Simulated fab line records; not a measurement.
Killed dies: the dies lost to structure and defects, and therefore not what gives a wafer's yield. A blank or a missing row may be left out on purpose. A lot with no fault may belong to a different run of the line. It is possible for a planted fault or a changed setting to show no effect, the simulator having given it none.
The tool behind it: which one?	flow gf180mcu	12 lots, 36 wafers sampled, at 6 steps of a route of 602

== WHAT THE GAUGES SHOWED, per wafer ==
GF_LVPWELL_TW_MEAS_11. Usual: LVPWELL_TW 558, standard deviation 3.
lot	measured	on	LVPWELL_TW	flag
L518	day 4 02:41	film_metro-01	560 554 554	
L519	day 4 07:23	film_metro-04	561 559 563	
L520	day 4 11:05	film_metro-01	557 555 556	
L521	day 4 23:19	film_metro-01	554 556 554	
L522	day 4 23:40	film_metro-04	560 561 563	
L523	day 5 02:06	film_metro-01	551 554 555	
L524	day 5 08:24	film_metro-01	555 556 555	
L525	day 5 12:02	film_metro-04	564 562 562	
L526	day 5 20:09	film_metro-01	556 555 556	
L527	day 5 23:53	film_metro-01	556 553 557	
L534	day 7 14:38	film_metro-04	548 551 546 546 544 548	OFF
L537	day 8 08:54	film_metro-03	545 549 548 547 549 549	OFF

GF_VT_IMPLANT_RS_MEAS_48: a four-point-probe measurement. Usual: LVPWELL_RS 1195.6 ohm/sq, standard deviation 3.
lot	measured	on	LVPWELL_RS (ohm/sq)	flag
L518	day 7 21:00	film_metro-04	1200.0 1201.0 1201.7	
L519	day 8 01:30	film_metro-03	1198.4 1195.5 1193.7	
L520	day 8 05:12	film_metro-03	1198.5 1197.6 1201.8	
L521	day 8 20:25	film_metro-03	1198.1 1195.2 1199.6	
L522	day 8 20:43	film_metro-01	1193.7 1194.4 1192.3	
L523	day 9 01:44	film_metro-04	1195.9 1196.9 1195.0	
L524	day 9 07:05	film_metro-01	1199.2 1193.4 1195.8	
L525	day 9 10:34	film_metro-04	1190.3 1193.4 1189.6	
L526	day 9 20:59	film_metro-04	1194.9 1190.9 1191.3	
L527	day 10 01:05	film_metro-04	1195.2 1198.2 1196.9	
L534	day 12 02:20	film_metro-03	1246.4 1251.2 1247.0 1247.5 1251.0 1251.7	OFF
L537	day 12 23:09	film_metro-04	1255.2 1255.6 1255.5 1251.3 1253.7 1253.2	OFF

GF_M1_THK_MEAS_06: measures by xrf. Usual: M1_ALCU_THK 456 nm, standard deviation 4.6.
lot	measured	on	M1_ALCU_THK (nm)	flag
L518	day 16 14:10	film_metro-04	455 452 453	
L519	day 16 16:43	film_metro-04	459 452 448	
L520	day 17 03:17	film_metro-02	458 460 454	
L521	day 17 16:38	film_metro-01	451 451 454	
L522	day 17 21:51	film_metro-02	459 455 453	
L523	day 18 02:35	film_metro-02	447 453 446	
L524	day 18 08:23	film_metro-01	454 452 450	
L525	day 18 12:57	film_metro-02	472 463 467	
L526	day 19 04:41	film_metro-04	455 453 459	
L527	day 19 11:33	film_metro-04	455 451 454	
L534	day 22 01:13	film_metro-01	451 456 452	
L537	day 23 01:40	film_metro-02	452 455 449	

GF_V1_THK_MEAS_25: measures by xrf. Usual: V1_W_THK 353 nm, standard deviation 6.
lot	measured	on	V1_W_THK (nm)	flag
L518	day 18 14:32	film_metro-02	354 357 354	
L519	day 18 18:08	film_metro-01	347 348 349	
L520	day 19 04:49	film_metro-01	352 357 359	
L521	day 19 19:32	film_metro-01	349 352 346	
L522	day 20 00:58	film_metro-02	347 345 346	
L523	day 20 05:25	film_metro-03	362 365 361	
L524	day 20 11:41	film_metro-03	359 362 357	
L525	day 20 16:39	film_metro-02	339 339 337	
L526	day 21 07:40	film_metro-01	348 348 349	
L527	day 21 13:53	film_metro-02	350 352 352	
L534	day 24 01:30	film_metro-03	350 359 350	
L537	day 25 01:26	film_metro-02	354 359 357	

== WHAT TOOL EACH LOT RAN ON (gives the tool, then ch and the chambers of the sampled wafers, and finally the start) ==
lot	GF_LVPWELL_IMPLANT_08	GF_M1_STRIP_17
L518	implanter-01 ch 0, day 4 02:19	plasma_asher-03 ch 0, day 17 13:08
L519	implanter-03 ch 0, day 4 06:59	plasma_asher-03 ch 0,1, day 17 16:05
L520	implanter-03 ch 0, day 4 10:41	plasma_asher-04 ch 0, day 18 02:50
L521	implanter-03 ch 0, day 4 22:56	plasma_asher-02 ch 0,1, day 18 16:47
L522	implanter-04 ch 0, day 4 23:17	plasma_asher-02 ch 0, day 18 22:21
L523	implanter-03 ch 0, day 5 01:44	plasma_asher-04 ch 0,1, day 19 02:21
L524	implanter-04 ch 0, day 5 08:00	plasma_asher-03 ch 0,1, day 19 09:08
L525	implanter-04 ch 0, day 5 11:39	plasma_asher-02 ch 0,1, day 19 13:53
L526	implanter-04 ch 0, day 5 19:47	plasma_asher-02 ch 0,1, day 20 06:02
L527	implanter-04 ch 0, day 5 23:29	plasma_asher-02 ch 0,1, day 20 11:53
L534	implanter-04 ch 0, day 7 14:16	plasma_asher-04 ch 0,1, day 23 00:32
L537	implanter-04 ch 0, day 8 08:30	plasma_asher-04 ch 0,1, day 24 00:26
- GF_LVPWELL_IMPLANT_08
- GF_M1_STRIP_17: strips in O2/N2.

== AS READ BY THE TOOLS THEMSELVES (means over the sampled wafers that have a number; for cases with no such wafer, the mark the record gives instead) ==
GF_M1_STRIP_17. Usual: drypump_motor_current_A 5.3 A, standard deviation 0.63; heater_power_w 344 W, standard deviation 33; oes_product_au 0.538 a.u., standard deviation 0.0049; strip_time_to_endpoint_s 7.39 s, standard deviation 0.042.
lot	tool	drypump_motor_current_A (A)	heater_power_w (W)	oes_product_au (a.u.)	strip_time_to_endpoint_s (s)	flag
L518	plasma_asher-03	4.7	285	0.535	7.39	
L519	plasma_asher-03	4.8	304	0.536	7.34	
L520	plasma_asher-04	5.1	357	0.530	7.37	
L521	plasma_asher-02	5.2	356	0.538	7.40	
L522	plasma_asher-02	4.7	373	0.534	7.39	
L523	plasma_asher-04	5.4	361	0.538	7.41	
L524	plasma_asher-03	4.8	302	0.535	7.37	
L525	plasma_asher-02	5.2	362	0.541	7.36	
L526	plasma_asher-02	5.7	343	0.536	7.38	
L527	plasma_asher-02	5.7	342	0.536	7.37	
L534	plasma_asher-04	5.4	366	0.539	7.40	
L537	plasma_asher-04	5.8	375	0.540	7.43	

== THE ANSWER, worked out from the rows above alone ==
Rule: a lot counts as off when the mean over its wafers that have a number is more than 3 standard deviations away from the usual mean. A lot without any number at a reading at which 4 lots or more have one is off too. The other lots that the step has rows for count as sound. First the gauges in route order, then the tools' own readings, where a lot's mean is used as printed above. At the first step where some lot is off, the reading lying furthest off is the one used; lots without a number count as furthest.
Off: L534, L537, seen at GF_LVPWELL_TW_MEAS_11 (LVPWELL_TW).
A tool fits if, at a process step before that reading, it ran every lot that is off, and no sound lot after the first of them. Gauges at GF_LVPWELL_TW_MEAS_11: tried the same way as those tools. One fits: GF_LVPWELL_IMPLANT_08 on implanter-04. A fault onset in the window from L527 (day 5 23:29, its last sound lot) to L534 (day 7 14:16, its first lot off) fits.

== WHAT THE SIMULATOR HAD INSERTED ==
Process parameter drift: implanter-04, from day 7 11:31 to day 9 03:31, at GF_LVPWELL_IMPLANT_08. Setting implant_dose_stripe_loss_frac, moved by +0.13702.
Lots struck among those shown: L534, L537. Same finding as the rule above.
